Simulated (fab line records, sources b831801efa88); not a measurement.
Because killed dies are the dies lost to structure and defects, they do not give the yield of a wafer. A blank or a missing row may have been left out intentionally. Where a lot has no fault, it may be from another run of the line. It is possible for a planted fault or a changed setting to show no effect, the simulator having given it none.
Which tool is to blame? ; flow gf180mcu ; Sampling: 7 lots, 21 wafers, 3 of 602 route steps

WHAT THE GAUGES SHOWED, per wafer
GF_TOP_METAL_CD_MEAS_14: the cd target is 440 nm.
lot;measured;on;cd_nm (nm)
L209;day 29 00:46;cd_sem-02;437.6 438.7 441.4
L211;day 29 14:58;cd_sem-02;442.7 441.3 440.0
L219;day 32 03:29;cd_sem-02;440.3 442.6 442.5
L222;day 32 20:41;cd_sem-02;440.2 442.3 440.8
L224;day 33 06:32;cd_sem-02;441.6 440.9 438.3
L226;day 33 18:41;cd_sem-01;439.1 443.2 440.7
L229;day 34 04:45;cd_sem-02;438.1 440.1 438.6

WHICH TOOL RAN EACH LOT (tool, then ch and the chambers of the sampled wafers, then the start)
lot;GF_POLY_GATE_ETCH_12;GF_V5_CMP_26
L209;rie_diel-03 ch 0,1, day 10 01:31;cmp-01 ch 0,3, day 28 04:32
L211;rie_diel-03 ch 1,2,3, day 10 17:14;cmp-01 ch 0,1,3, day 28 19:31
L219;rie_diel-01 ch 0,1,3, day 13 07:38;cmp-02 ch 1,2,3, day 31 10:16
L222;rie_diel-01 ch 1,2, day 14 02:28;cmp-02 ch 0,2,3, day 32 03:56
L224;rie_diel-04 ch 2,3, day 14 15:49;cmp-01 ch 0,2,3, day 32 13:47
L226;rie_diel-01 ch 0,3, day 15 11:10;cmp-02 ch 0,1, day 33 02:53
L229;rie_diel-03 ch 0,2, day 16 02:31;cmp-02 ch 0,1,3, day 33 13:06
- GF_POLY_GATE_ETCH_12: etches BARC in N2/H2.
- GF_V5_CMP_26: polishes, stops on SiO2, t overpolish 15 s, target thk 0 nm.

THE ANSWER, worked out from the rows above alone
Rule: what is usual is taken from the lots themselves. Put in order of their means at a reading, lots are off if they are a third of the lots or fewer, leave a main group of 4 or more, and stand apart from it by a gap of 3 or more times the standard deviation of the main group's means; of several such gaps the widest counts. Not used: any main group whose means are identical at the precision the tables above print for the reading. A lot without any number at a reading at which 4 lots or more have one is off too. The other lots that the step has rows for count as sound.
No lot is off at any reading shown: from this, nothing can be told.

WHAT THE SIMULATOR HAD PUT IN
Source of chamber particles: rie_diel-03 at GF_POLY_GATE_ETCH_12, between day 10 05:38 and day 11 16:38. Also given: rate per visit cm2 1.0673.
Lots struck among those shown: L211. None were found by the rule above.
